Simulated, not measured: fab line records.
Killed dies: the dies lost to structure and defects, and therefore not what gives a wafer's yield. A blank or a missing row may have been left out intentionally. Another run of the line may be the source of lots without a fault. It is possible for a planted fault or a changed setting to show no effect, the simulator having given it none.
What tool caused it? | flow sky130 | 10 lots with 30 wafers sampled at 3 steps, on a route of 708 steps

## WHAT THE GAUGES SHOWED, per wafer
SKY_SONOS_ONO_THK_MEAS_05. Usual: SONOS_ONO_CVD_04_THK 5.71 nm, standard deviation 0.12.
lot  | measured     | on            | SONOS_ONO_CVD_04_THK (nm) | flag
L552 | day 12 13:20 | film_metro-01 | 5.79 5.68 5.80            |
L553 | day 12 16:56 | film_metro-01 | 5.71 5.75 5.76            |
L554 | day 13 03:41 | film_metro-01 | 5.71 5.68 5.73            |
L555 | day 13 05:52 | film_metro-04 | 5.62 5.61 5.79            |
L558 | day 14 01:16 | film_metro-01 | 5.77 5.79 5.81            |
L559 | day 14 03:30 | film_metro-01 | 5.70 5.62 5.61            |
L567 | day 16 16:02 | film_metro-03 | 9.18 9.05 9.04            | OFF
L573 | day 19 00:25 | film_metro-01 | 5.53 5.63 5.54            |
L574 | day 19 00:26 | film_metro-04 | 5.67 5.61 5.59            |
L575 | day 19 08:14 | film_metro-01 | 5.48 5.56 5.45            |

SKY_LI_CONTACT_CD_MEAS_12: the cd target is 170 nm. Usual: cd_nm 169.6 nm, standard deviation 1.3.
lot  | measured     | on        | cd_nm (nm)        | flag
L552 | day 29 23:42 | cd_sem-02 | 171.2 169.7 170.3 |
L553 | day 30 05:22 | cd_sem-02 | 170.5 170.5 171.2 |
L554 | day 30 19:28 | cd_sem-01 | 171.8 169.8 169.5 |
L555 | day 30 20:35 | cd_sem-02 | 169.5 168.1 170.1 |
L558 | day 31 14:35 | cd_sem-02 | 170.0 170.5 170.6 |
L559 | day 31 19:40 | cd_sem-01 | 171.5 171.4 172.1 |
L567 | day 34 05:32 | cd_sem-01 | 172.4 170.8 171.2 |
L573 | day 36 06:58 | cd_sem-02 | 168.2 169.3 168.8 |
L574 | day 36 10:56 | cd_sem-02 | 169.2 169.3 169.7 |
L575 | day 36 14:12 | cd_sem-01 | 168.8 169.5 168.3 |

## WHAT TOOL EACH LOT RAN ON (gives the tool, then ch and the chambers of the sampled wafers, and finally the start)
lot  | SKY_SONOS_ONO_CVD_04
L552 | lpcvd-03 ch 0, day 12 12:04
L553 | lpcvd-03 ch 0, day 12 15:41
L554 | lpcvd-03 ch 0, day 13 02:24
L555 | lpcvd-03 ch 0, day 13 04:37
L558 | lpcvd-03 ch 1, day 14 00:00
L559 | lpcvd-03 ch 1, day 14 02:15
L567 | lpcvd-03 ch 0, day 16 14:46
L573 | lpcvd-03 ch 1, day 18 23:10
L574 | lpcvd-03 ch 0, day 18 23:10
L575 | lpcvd-03 ch 0, day 19 06:59
- SKY_SONOS_ONO_CVD_04: deposits SiO2 from SiH4/N2O, target thk 5.7199 nm.

## AS READ BY THE TOOLS THEMSELVES (means over the sampled wafers that have a number; for cases with no such wafer, the mark the record gives instead)
SKY_SONOS_ONO_CVD_04. Usual: spike_tc_bottom_C 917.9 C, standard deviation 1.8; spike_tc_centre_C 900.4 C, standard deviation 1.3; spike_tc_lower_C 900.2 C, standard deviation 0.96; spike_tc_top_C 911.6 C, standard deviation 2.2; spike_tc_upper_C 900.8 C, standard deviation 1.5; susceptor_temp_C 900.0 C, standard deviation 0.4; zone_power_centre_pct 17.88 %, standard deviation 0.28; zone_power_lower_pct 16.77 %, standard deviation 0.23; zone_power_top_pct 32.4 %, standard deviation 1.1.
lot  | tool     | spike_tc_bottom_C (C) | spike_tc_centre_C (C) | spike_tc_lower_C (C) | spike_tc_top_C (C) | spike_tc_upper_C (C) | susceptor_temp_C (C) | zone_power_centre_pct (%) | zone_power_lower_pct (%) | zone_power_top_pct (%) | flag
L552 | lpcvd-03 | 917.1                 | 900.3                 | 901.0                | 913.6              | 899.6                | 900.1                | 17.65                     | 16.51                    | 33.5                   |
L553 | lpcvd-03 | 916.7                 | 901.8                 | 901.3                | 912.8              | 899.6                | 899.5                | 17.77                     | 16.71                    | 33.3                   |
L554 | lpcvd-03 | 916.6                 | 900.3                 | 899.4                | 912.2              | 899.6                | 900.2                | 17.78                     | 16.69                    | 33.3                   |
L555 | lpcvd-03 | 916.3                 | 900.9                 | 899.7                | 913.0              | 900.0                | 899.8                | 17.89                     | 16.67                    | 33.6                   |
L558 | lpcvd-03 | 919.2                 | 899.0                 | 901.3                | 908.7              | 902.6                | 900.4                | 18.06                     | 17.01                    | 31.2                   |
L559 | lpcvd-03 | 919.6                 | 899.2                 | 900.9                | 909.8              | 902.0                | 900.0                | 18.06                     | 16.83                    | 31.4                   |
L567 | lpcvd-03 | 951.9                 | 937.8                 | 935.7                | 947.4              | 935.0                | 935.1                | 19.36                     | 18.32                    | 35.4                   | OFF
L573 | lpcvd-03 | 919.9                 | 899.2                 | 898.9                | 909.9              | 902.0                | 899.2                | 18.06                     | 16.97                    | 31.3                   |
L574 | lpcvd-03 | 917.9                 | 901.3                 | 899.1                | 913.5              | 899.2                | 900.1                | 17.54                     | 16.80                    | 33.6                   |
L575 | lpcvd-03 | 917.8                 | 901.4                 | 899.8                | 912.9              | 900.1                | 899.7                | 17.62                     | 16.63                    | 33.2                   |

## THE ANSWER, worked out from the rows above alone
Rule: lot off if the mean of its wafers having a number is beyond 3 standard deviations from the usual mean. A lot without any number at a reading at which 4 lots or more have one is off too. Where the step has rows for the other lots, those lots are counted as sound. Order of review: gauges by route order, followed by the tools' own readings, for which a lot's mean as printed above is used. At the first step where some lot is off, the reading lying furthest off is the one used; lots without a number count as furthest.
Off: at SKY_SONOS_ONO_THK_MEAS_05 (SONOS_ONO_CVD_04_THK), L567.
A tool fits if, at a process step before that reading, it ran every lot that is off, and no sound lot after the first of them. Not tried: the gauges at SKY_SONOS_ONO_THK_MEAS_05; whatever is off there is also off at SKY_SONOS_ONO_CVD_04, on other tools, and gauge error can't account for it. Of those tried, none fits.

## WHAT WAS PUT IN BY THE SIMULATOR
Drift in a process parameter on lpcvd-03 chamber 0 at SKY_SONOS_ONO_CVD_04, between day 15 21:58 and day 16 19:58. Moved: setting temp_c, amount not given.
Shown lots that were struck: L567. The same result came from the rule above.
